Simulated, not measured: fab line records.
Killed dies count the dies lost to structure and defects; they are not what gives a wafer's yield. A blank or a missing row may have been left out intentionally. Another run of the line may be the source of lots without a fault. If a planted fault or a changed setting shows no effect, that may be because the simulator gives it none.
Chamber matching / flow sky130 / SKY_CONTACT_HDPCVD_02 on hdpcvd-01 has 3 sister chambers
The step deposits SiO2, target thk 565 nm, time 94.2 s. 14 wafers are shown with their chamber, then 7 later ones without.

WAFERS, EACH WITH ITS CHAMBER
wafer=L653.1; chamber=2; sih4_flow_sccm (sccm)=59.90
wafer=L653.2; chamber=1; sih4_flow_sccm (sccm)=59.95
wafer=L653.3; chamber=0; sih4_flow_sccm (sccm)=59.70
wafer=L656.4; chamber=1; sih4_flow_sccm (sccm)=59.93
wafer=L656.5; chamber=2; sih4_flow_sccm (sccm)=59.90
wafer=L656.6; chamber=0; sih4_flow_sccm (sccm)=60.08
wafer=L659.3; chamber=0; sih4_flow_sccm (sccm)=59.97
wafer=L659.4; chamber=1; sih4_flow_sccm (sccm)=59.88
wafer=L659.5; chamber=2; sih4_flow_sccm (sccm)=59.96
wafer=L660.2; chamber=2; sih4_flow_sccm (sccm)=60.12
wafer=L660.3; chamber=0; sih4_flow_sccm (sccm)=60.08
wafer=L660.4; chamber=0; sih4_flow_sccm (sccm)=59.87
wafer=L662.3; chamber=2; sih4_flow_sccm (sccm)=59.70
wafer=L662.4; chamber=1; sih4_flow_sccm (sccm)=60.07

SIGNATURES, as means of the wafers listed above
reading=sih4_flow_sccm; chamber 0=59.9400; chamber 1=59.9575; chamber 2=59.9160; scatter within a chamber=0.139
Rule: distance of a wafer from a chamber = root of the sum over the readings of ((wafer's reading minus chamber's mean) / reading's scatter) squared. If the next closest chamber is less than 2 further off than the closest, the wafer can't be placed; otherwise it belongs to the closest. The scatter: take each reading less its chamber's mean, square it, sum over the shown wafers, divide by the number of wafers less the number of chambers, and take the root.

WAFERS WITH NO CHAMBER GIVEN
wafer=L662.5; sih4_flow_sccm (sccm)=59.79
wafer=L663.2; sih4_flow_sccm (sccm)=59.85
wafer=L663.3; sih4_flow_sccm (sccm)=59.87
wafer=L663.4; sih4_flow_sccm (sccm)=60.13
wafer=L664.3; sih4_flow_sccm (sccm)=59.91
wafer=L664.5; sih4_flow_sccm (sccm)=59.73
wafer=L664.6; sih4_flow_sccm (sccm)=59.87

WHICH CHAMBER EACH ONE RAN IN
wafer=L662.5; from the rows above=can't be placed: 2 or 0 or 1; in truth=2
wafer=L663.2; from the rows above=can't be placed: 2 or 0 or 1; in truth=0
wafer=L663.3; from the rows above=can't be placed: 2 or 0 or 1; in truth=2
wafer=L663.4; from the rows above=can't be placed: 1 or 0 or 2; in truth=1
wafer=L664.3; from the rows above=can't be placed: 2 or 0 or 1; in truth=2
wafer=L664.5; from the rows above=can't be placed: 2 or 0 or 1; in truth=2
wafer=L664.6; from the rows above=can't be placed: 2 or 0 or 1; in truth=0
Correct placement for 0 of the 7. These rows do not allow placing 7 (true chamber among the candidates in 7). Placed wrongly: 0.
